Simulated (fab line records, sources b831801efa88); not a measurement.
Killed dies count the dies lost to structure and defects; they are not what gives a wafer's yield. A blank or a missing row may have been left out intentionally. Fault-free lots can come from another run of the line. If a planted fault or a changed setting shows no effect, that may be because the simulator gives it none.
fab line records -- flow sky130
record: lots: 6, wafers: 18, last-day: 50
route steps=708 shown LDD_P@257 LDD_HVN@267 PAD_OPEN@708
lots untouched by any fault: they come from a run of this same line in which no faults occurred
start-h: hours from the record's first day to the start of the lot's first wafer shown -- wait-h: how many hours have passed since the lot's step before this one -- " as in the row above -- L1.1+2: a row that stands for several wafers -- - no value, or no start was given -- * or withheld: withheld -- < > ~ a bound
route shown NAME@n: a module of which the file shows steps, and the number in the route of the first -- usual: mean/standard deviation taken from wafers without a fault -- same: alike in all rows -- chamber/n: place in a boat -- sites: per-site readings -- _std_site: their standard deviation -- _edge_site: outer sites' mean less inner sites' -- radius-mm: for every site, how far away it sits from the centre of the wafer -- mask NAME#n: copy n -- behind: the most recent tool/chamber to have shaped the wafer -- hold: the reason the lot was held/the length of the hold in hours/how it ended -- device: the n, p or np transistor that did not switch -- end of line: the same wafers' tests at the end of the route -- a step with no rows: only its recipe -- killed: dies that structure and defects cost at the first sort, which is not the same as the wafer's yield -- map: per-die view of a wafer (x killed, . not killed, _ where there is no die)
set.NAME: setting as actually run; set.NAME@STEP: the setting as run at that earlier step -- model.NAME: the simulator's own value behind a step, which no gauge read
lots at selected steps of the route; one table per step, one row per wafer
services: when a tool's chamber went out of use (start-h, in hours from the record's first day, below 0 if earlier), for how many hours, and the reason
== steps ==
step: SKY_LDD_P_COAT_02
recipe: resist: NOVOLAK, spin-rpm: 3000, resist-thk-nm: 1140
step: SKY_LDD_P_SOFTBAKE_03
recipe: temp-c: 90, time-s: 60, resist: NOVOLAK
step: SKY_LDD_P_EXPOSE_04
recipe: mask-id: PSDM, na: 0.6, source-shape: conventional, sigma-outer: 0.6, polarization: unpolarized, target-cd-nm: 380, dose-mj: 138
step: SKY_LDD_P_PEB_05
recipe: temp-c: withheld, time-s: *, resist: NOVOLAK
step: SKY_LDD_P_DEVELOP_06
recipe: resist: NOVOLAK, developer: TMAH, develop-time-s: 62.21, dev-temp-c: 23
step: SKY_LDD_P_CD_MEAS_07
recipe: target-cd-nm: 380
usual: cd-nm: 379.1/2.2
lot.wafer,tool,chamber,start-h,wait-h,cd-nm
L762.1,cd-sem-02,-,463.37,0.1,374.8
L762.2,cd-sem-02,-,463.37,0.1,378.0
L762.4,cd-sem-02,-,463.37,0.1,378.1
L766.1,cd-sem-02,-,496.07,0.1,379.0
L766.3,cd-sem-02,-,496.07,0.1,377.0
L766.4,cd-sem-02,-,496.07,0.1,379.3
L774.1,cd-sem-01,-,569.91,0.1,383.5
L774.3,cd-sem-01,-,569.91,0.1,382.2
L774.6,cd-sem-01,-,569.91,0.1,381.9
L775.1,cd-sem-02,-,570.59,0.1,380.7
L775.3,cd-sem-02,-,570.59,0.1,383.3
L775.5,cd-sem-02,-,570.59,0.1,380.3
L779.1,cd-sem-02,-,601.01,0.1,379.0
L779.2,cd-sem-02,-,601.01,0.1,378.9
L779.3,cd-sem-02,-,601.01,0.1,378.7
L781.1,cd-sem-01,-,620.04,0.1,378.0
L781.2,cd-sem-01,-,620.04,0.1,378.8
L781.4,cd-sem-01,-,620.04,0.1,378.8
step: SKY_LDD_P_OVL_MEAS_08
usual: LDD_P_OVL: -0.8/1.2
lot.wafer,tool,chamber,start-h,wait-h,LDD_P_OVL[nm]
L762.1,overlay-01,-,463.49,0.1,-0.8
L762.2,overlay-01,-,463.49,0.1,-0.9
L762.4,overlay-01,-,463.49,0.1,-2.4
L766.1,overlay-01,-,496.19,0.1,-2.4
L766.3,overlay-01,-,496.19,0.1,-1.5
L766.4,overlay-01,-,496.19,0.1,-2.4
L774.1,overlay-02,-,570.03,0.1,-1.3
L774.3,overlay-02,-,570.03,0.1,-0.4
L774.6,overlay-02,-,570.03,0.1,-0.9
L775.1,overlay-01,-,570.71,0.1,0.3
L775.3,overlay-01,-,570.71,0.1,-1.7
L775.5,overlay-01,-,570.71,0.1,0.5
L779.1,overlay-02,-,601.13,0.1,0.1
L779.2,overlay-02,-,601.13,0.1,1.9
L779.3,overlay-02,-,601.13,0.1,1.7
L781.1,overlay-01,-,620.16,0.1,-0.8
L781.2,overlay-01,-,620.16,0.1,-2.2
L781.4,overlay-01,-,620.16,0.1,-1.5
step: SKY_LDD_P_IMPLANT_09
recipe: species: BF2, energy-kev: 25, dose-cm2: 1e+13, tilt-deg: withheld
step: SKY_LDD_P_STRIP_10
recipe: chemistry: O2/N2, power-w: 1400, pressure-mtorr: 1500, platen-temp-c: withheld, o2-flow-sccm: 3000, n2-flow-sccm: 300, overash-fraction: 0.5
usual: drypump-motor-current-A: 5.69/0.23, o2-flow-sccm: 3001/8.4, oes-product-au: 0.715/0.005, strip-time-to-endpoint-s: 14.18/0.037
lot.wafer,tool,chamber,start-h,wait-h,drypump-motor-current-A,o2-flow-sccm,oes-product-au,rf-hours-counter-h,strip-time-to-endpoint-s
L762.1,plasma-asher-04,0,463.67,0.1,6.04,3006,0.718,36,14.27
L762.2,plasma-asher-04,1,463.67,0.1,5.74,3001,0.709,36,14.23
L762.4,plasma-asher-04,1,463.67,0.1,5.79,2985,0.714,-,14.23
L766.1,plasma-asher-01,1,496.37,0.1,5.74,3004,0.704,83,14.18
L766.3,plasma-asher-01,1,496.37,0.1,5.69,3014,0.714,-,14.20
L766.4,plasma-asher-01,0,496.37,0.1,5.57,3007,0.717,-,14.18
L774.1,plasma-asher-04,1,570.22,0.1,5.77,2998,0.704,45,14.19
L774.3,plasma-asher-04,1,570.22,0.1,5.76,2989,0.719,-,14.19
L774.6,plasma-asher-04,1,570.22,0.1,5.75,3011,0.710,-,14.19
L775.1,plasma-asher-01,0,570.90,0.1,5.58,2992,0.717,90,14.13
L775.3,plasma-asher-01,0,570.90,0.1,5.57,2993,0.717,-,14.17
L775.5,plasma-asher-01,0,570.90,0.1,5.57,2998,0.714,-,14.15
L779.1,plasma-asher-03,0,601.32,0.1,5.82,3002,0.719,18,14.23
L779.2,plasma-asher-03,1,601.32,0.1,5.20,2991,0.714,18,14.18
L779.3,plasma-asher-03,0,601.32,0.1,5.83,2994,0.717,-,14.13
L781.1,plasma-asher-03,1,620.35,0.1,5.21,3014,0.711,20,14.16
L781.2,plasma-asher-03,0,620.35,0.1,5.82,3012,0.717,20,14.22
L781.4,plasma-asher-03,1,620.35,0.1,5.21,3006,0.717,-,14.18
step: SKY_LDD_P_TW_MEAS_11
usual: LDD_P_TW: 637/8.9
lot.wafer,tool,chamber,start-h,wait-h,LDD_P_TW
L762.1,film-metro-02,-,463.77,0.1,650
L762.2,film-metro-02,-,463.77,0.1,648
L762.4,film-metro-02,-,463.77,0.1,653
L766.1,film-metro-01,-,496.47,0.1,629
L766.3,film-metro-01,-,496.47,0.1,631
L766.4,film-metro-01,-,496.47,0.1,631
L774.1,film-metro-01,-,570.32,0.1,632
L774.3,film-metro-01,-,570.32,0.1,636
L774.6,film-metro-01,-,570.32,0.1,630
L775.1,film-metro-03,-,571.00,0.1,632
L775.3,film-metro-03,-,571.00,0.1,632
L775.5,film-metro-03,-,571.00,0.1,627
L779.1,film-metro-03,-,601.42,0.1,632
L779.2,film-metro-03,-,601.42,0.1,631
L779.3,film-metro-03,-,601.42,0.1,632
L781.1,film-metro-03,-,620.45,0.1,632
L781.2,film-metro-03,-,620.45,0.1,629
L781.4,film-metro-03,-,620.45,0.1,632
step: SKY_LDD_HVN_DEHYDRATE_00
recipe: temp-c: 200, time-s: 60
step: SKY_LDD_HVN_HMDS_01
recipe: prime-time-s: 60, prime-temp-c: 120
step: SKY_LDD_HVN_COAT_02
recipe: resist: NOVOLAK, spin-rpm: 3000, resist-thk-nm: 300
lot.wafer,tool,chamber,start-h,wait-h,model.NOVOLAK_of_LDD_HVN_COAT_02.thk-nm
L762.1+2,litho-track-03,0,480.06,0.1,302.2
L762.4,litho-track-03,0,480.06,0.1,301.6
L766.1,litho-track-03,0,512.51,0.1,302.1
L766.3,litho-track-03,0,512.51,0.1,301.7
L766.4,litho-track-03,0,512.51,0.1,301
L774.1,litho-track-04,0,585.31,0.1,178.7
L774.3,litho-track-04,0,585.31,0.1,178.3
L774.6,litho-track-04,0,585.31,0.1,178.6
L775.1,litho-track-04,0,585.91,0.1,178.7
L775.3,litho-track-04,0,585.91,0.1,178.5
L775.5,litho-track-04,0,585.91,0.1,178.3
L779.1+3,litho-track-03,0,616.41,0.1,301
L779.2,litho-track-03,0,616.41,0.1,299.8
L781.1,litho-track-03,0,635.51,0.1,300.5
L781.2,litho-track-03,0,635.51,0.1,299.9
L781.4,litho-track-03,0,635.51,0.1,300.7
step: SKY_LDD_HVN_SOFTBAKE_03
recipe: temp-c: 90, time-s: 60, resist: NOVOLAK
step: SKY_LDD_HVN_EXPOSE_04
recipe: mask-id: HVNTM, na: 0.6, source-shape: conventional, sigma-outer: 0.6, polarization: unpolarized, target-cd-nm: 700, dose-mj: 127
step: SKY_LDD_HVN_PEB_05
recipe: temp-c: withheld, time-s: *, resist: NOVOLAK
step: SKY_LDD_HVN_DEVELOP_06
recipe: resist: NOVOLAK, developer: TMAH, develop-time-s: 60, dev-temp-c: 23
lot.wafer,tool,chamber,start-h,wait-h,model.NOVOLAK_of_LDD_HVN_COAT_02.thk-nm
L762.1+2,litho-track-01,0,494.94,0.1,301.8
L762.4,litho-track-01,0,494.94,0.1,301.2
L766.1,litho-track-01,0,527.24,0.1,301.7
L766.3,litho-track-01,0,527.24,0.1,301.3
L766.4,litho-track-01,0,527.24,0.1,300.6
L774.1,litho-track-04,0,600.26,0.1,178.2
L774.3,litho-track-04,0,600.26,0.1,177.8
L774.6,litho-track-04,0,600.26,0.1,178.1
L775.1,litho-track-04,0,601.16,0.1,178.3
L775.3,litho-track-04,0,601.16,0.1,178.1
L775.5,litho-track-04,0,601.16,0.1,177.8
L779.1,litho-track-04,0,630.96,0.1,300.5
L779.2,litho-track-04,0,630.96,0.1,299.3
L779.3,litho-track-04,0,630.96,0.1,300.6
L781.1,litho-track-04,0,650.46,0.1,300.1
L781.2,litho-track-04,0,650.46,0.1,299.5
L781.4,litho-track-04,0,650.46,0.1,300.3
step: SKY_LDD_HVN_OVL_MEAS_07
usual: LDD_HVN_OVL: 0.8/1.4
lot.wafer,tool,chamber,start-h,wait-h,LDD_HVN_OVL[nm]
L762.1,overlay-02,-,495.09,0.1,0.3
L762.2,overlay-02,-,495.09,0.1,0.2
L762.4,overlay-02,-,495.09,0.1,-0.2
L766.1,overlay-01,-,527.39,0.1,-0.6
L766.3,overlay-01,-,527.39,0.1,-0.7
L766.4,overlay-01,-,527.39,0.1,1.0
L774.1,overlay-02,-,600.41,0.1,0.4
L774.3,overlay-02,-,600.41,0.1,1.7
L774.6,overlay-02,-,600.41,0.1,1.3
L775.1,overlay-02,-,601.31,0.1,2.1
L775.3,overlay-02,-,601.31,0.1,2.8
L775.5,overlay-02,-,601.31,0.1,2.9
L779.1,overlay-01,-,631.11,0.1,0.8
L779.2,overlay-01,-,631.11,0.1,2.3
L779.3,overlay-01,-,631.11,0.1,1.9
L781.1,overlay-01,-,650.61,0.1,-2.5
L781.2,overlay-01,-,650.61,0.1,-1.7
L781.4,overlay-01,-,650.61,0.1,-1.5
step: SKY_LDD_HVN_IMPLANT_08
recipe: species: P, energy-kev: 60, dose-cm2: 3e+13, tilt-deg: 40
step: SKY_LDD_HVN_STRIP_09
recipe: chemistry: O2/N2, power-w: 1400, pressure-mtorr: 1500, platen-temp-c: withheld, o2-flow-sccm: 3000, n2-flow-sccm: 300, overash-fraction: 0.5
usual: drypump-motor-current-A: 5.80/0.15, o2-flow-sccm: 3000/8.3, oes-product-au: 0.408/0.005, strip-time-to-endpoint-s: 4.137/0.016
lot.wafer,tool,chamber,start-h,wait-h,drypump-motor-current-A,o2-flow-sccm,oes-product-au,rf-hours-counter-h,strip-time-to-endpoint-s
L762.1,plasma-asher-01,0,495.28,0.1,5.58,2990,0.416,82,4.177
L762.2,plasma-asher-01,1,495.28,0.1,5.74,3010,0.412,82,4.155
L762.4,plasma-asher-01,0,495.28,0.1,5.59,2993,0.403,-,4.167
L766.1,plasma-asher-04,0,527.58,0.1,6.00,3008,0.409,40,4.154
L766.3,plasma-asher-04,0,527.58,0.1,6.02,3005,0.411,-,4.155
L766.4,plasma-asher-04,1,527.58,0.1,5.77,2998,0.410,-,4.165
L774.1,plasma-asher-01,0,600.60,0.1,5.57,2995,0.349,94,2.526
L774.3,plasma-asher-01,0,600.60,0.1,5.57,3007,0.341,-,2.505
L774.6,plasma-asher-01,0,600.60,0.1,5.58,3010,0.348,-,2.521
L775.1,plasma-asher-04,0,601.50,0.1,6.02,3010,0.335,48,2.512
L775.3,plasma-asher-04,0,601.50,0.1,6.00,3005,0.341,-,2.513
L775.5,plasma-asher-04,1,601.50,0.1,5.76,3004,0.338,-,2.524
L779.1,plasma-asher-04,0,631.30,0.1,6.05,2992,0.407,51,4.143
L779.2,plasma-asher-04,1,631.30,0.1,5.75,3003,0.413,51,4.122
L779.3,plasma-asher-04,0,631.30,0.1,6.02,2992,0.407,-,4.159
L781.1,plasma-asher-01,0,650.80,0.1,5.57,3009,0.403,98,4.145
L781.2,plasma-asher-01,1,650.80,0.1,5.74,3003,0.411,98,4.135
L781.4,plasma-asher-01,1,650.80,0.1,5.74,3011,0.408,-,4.140
step: SKY_LDD_HVN_TW_MEAS_10
usual: LDD_HVN_TW: 1439/19
lot.wafer,tool,chamber,start-h,wait-h,LDD_HVN_TW
L762.1,film-metro-01,-,495.38,0.1,1430
L762.2,film-metro-01,-,495.38,0.1,1439
L762.4,film-metro-01,-,495.38,0.1,1433
L766.1,film-metro-04,-,527.68,0.1,1439
L766.3,film-metro-04,-,527.68,0.1,1436
L766.4,film-metro-04,-,527.68,0.1,1435
L774.1,film-metro-01,-,600.70,0.1,1426
L774.3,film-metro-01,-,600.70,0.1,1421
L774.6,film-metro-01,-,600.70,0.1,1427
L775.1,film-metro-02,-,601.60,0.1,1461
L775.3,film-metro-02,-,601.60,0.1,1455
L775.5,film-metro-02,-,601.60,0.1,1457
L779.1,film-metro-01,-,631.40,0.1,1419
L779.2,film-metro-01,-,631.40,0.1,1425
L779.3,film-metro-01,-,631.40,0.1,1415
L781.1,film-metro-02,-,650.97,0.1,1452
L781.2,film-metro-02,-,650.97,0.1,1451
L781.4,film-metro-02,-,650.97,0.1,1462
step: SKY_PAD_OPEN_PROBE_99
usual: killed_at_M0_to_M3: 43/6.8, killed_at_M4_up: 3.3/1.9, killed-at-contacts: 24/5.3, killed-at-front-end: 14/4.3, killed-at-other: 0.3/0.62, killed-dies: 85/9.8, killed-open: 46/8, killed-short: 39/5.9
same: gross-dies: 492, killed-at-back-side: 0
lot.wafer,tool,chamber,start-h,wait-h,killed_at_M0_to_M3,killed_at_M4_up,killed-at-contacts,killed-at-front-end,killed-at-other,killed-dies,killed-open,killed-short
L766.1,prober-02,-,1134.53,0.1,50,2,20,13,1,86,46,40
L766.3,prober-02,-,1134.63,0.2,53,5,34,13,0,105,52,53
L766.4,prober-02,-,1134.68,0.2,46,4,32,9,1,92,57,35
L781.1,prober-01,-,1210.83,0.1,47,3,15,10,0,75,31,44
L781.2,prober-01,-,1210.88,0.1,63,4,18,11,0,96,53,43
L781.4,prober-01,-,1210.98,0.2,50,6,21,12,0,89,48,41
killed by level:class
L766.1 VIA1:geometric-particle:open=10 CONTACT:geometric-particle:open=8 METAL1:geometric-particle:short=6 VIA3:geometric-particle:open=6 FIELD_ISO:geometric-particle:open=5 FIELD_ISO:geometric-particle:short=5 LOCAL_INTERCONNECT:geometric-particle:short=5 METAL3:geometric-particle:short=5
L766.3 CONTACT:geometric-particle:open=12 CONTACT:geometric-particle:short=11 VIA1:geometric-particle:open=10 VIA3:geometric-particle:open=8 METAL1:geometric-particle:short=7 METAL2:geometric-particle:short=7 LI_CONTACT:geometric-particle:open=6 VIA1:geometric-particle:short=5
L766.4 CONTACT:geometric-particle:open=15 VIA1:geometric-particle:open=10 VIA2:geometric-particle:open=9 LOCAL_INTERCONNECT:geometric-particle:short=6 LI_CONTACT:geometric-particle:open=5 VIA3:geometric-particle:open=5 VIA1:geometric-particle:short=5 FIELD_ISO:geometric-particle:open=4
L781.1 METAL2:geometric-particle:short=8 CONTACT:geometric-particle:open=7 VIA2:geometric-particle:open=6 VIA3:geometric-particle:open=5 VIA1:geometric-particle:short=5 VIA1:geometric-particle:open=5 VIA2:geometric-particle:short=5 LOCAL_INTERCONNECT:geometric-particle:short=4
L781.2 VIA1:geometric-particle:open=16 VIA3:geometric-particle:open=10 VIA1:geometric-particle:short=7 VIA2:geometric-particle:open=7 VIA3:geometric-particle:short=6 CONTACT:geometric-particle:open=6 METAL2:geometric-particle:short=6 CONTACT:geometric-particle:short=4
L781.4 CONTACT:geometric-particle:open=13 VIA1:geometric-particle:open=11 VIA3:geometric-particle:open=10 METAL2:geometric-particle:short=7 VIA2:geometric-particle:open=5 METAL4:geometric-particle:short=5 FIELD_ISO:geometric-particle:short=4 CONTACT:geometric-particle:short=4
== services ==
tool,chamber,start-h,hours,kind
plasma-asher-01,-,455.59,2.0,repair
plasma-asher-04,-,483.65,28.1,pm
plasma-asher-01,-,553.92,1.5,repair
plasma-asher-01,-,624.99,2.8,pm
plasma-asher-03,-,645.12,1.2,repair
== key ==
first-sign: step: SKY_LDD_HVN_STRIP_09, reading: strip-time-to-endpoint-s, direction: down, sigmas: 99+, usual: *, struck: *
effect: step: SKY_LDD_HVN_STRIP_09, reading: oes-product-au, direction: down, sigmas: 13, usual: 0.408, struck: 0.342
model-effect: step: SKY_LDD_HVN_COAT_02, value: NOVOLAK_of_LDD_HVN_COAT_02.thk-nm, without: 300.7, struck: 178.5
model-effect: step: SKY_LDD_HVN_DEVELOP_06, value: NOVOLAK_of_LDD_HVN_COAT_02.thk-nm, without: 300.3, struck: 178.1
met-at SKY_LDD_HVN_COAT_02
struck-wafers L774.1,L774.3,L774.6,L775.1,L775.3,L775.5
tester-left-out L774,L775
fault: kind: process-parameter-drift, tool: litho-track-04, chamber: -, onset-h: 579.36, steps: SKY_LDD_HVN_COAT_02, channel: resist-thk-nm, offset: -121.91, shape: step, end-h: 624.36, acts-in: these-recipes-only, stated: 300
tester-left-out: of these lots the tester's yield and bins aren't shown, on N5 and GAA mostly nor the transistor test; their killed dies are dies lost to structure and defects alone, not to doping, threshold or leakage, so they don't give the yield
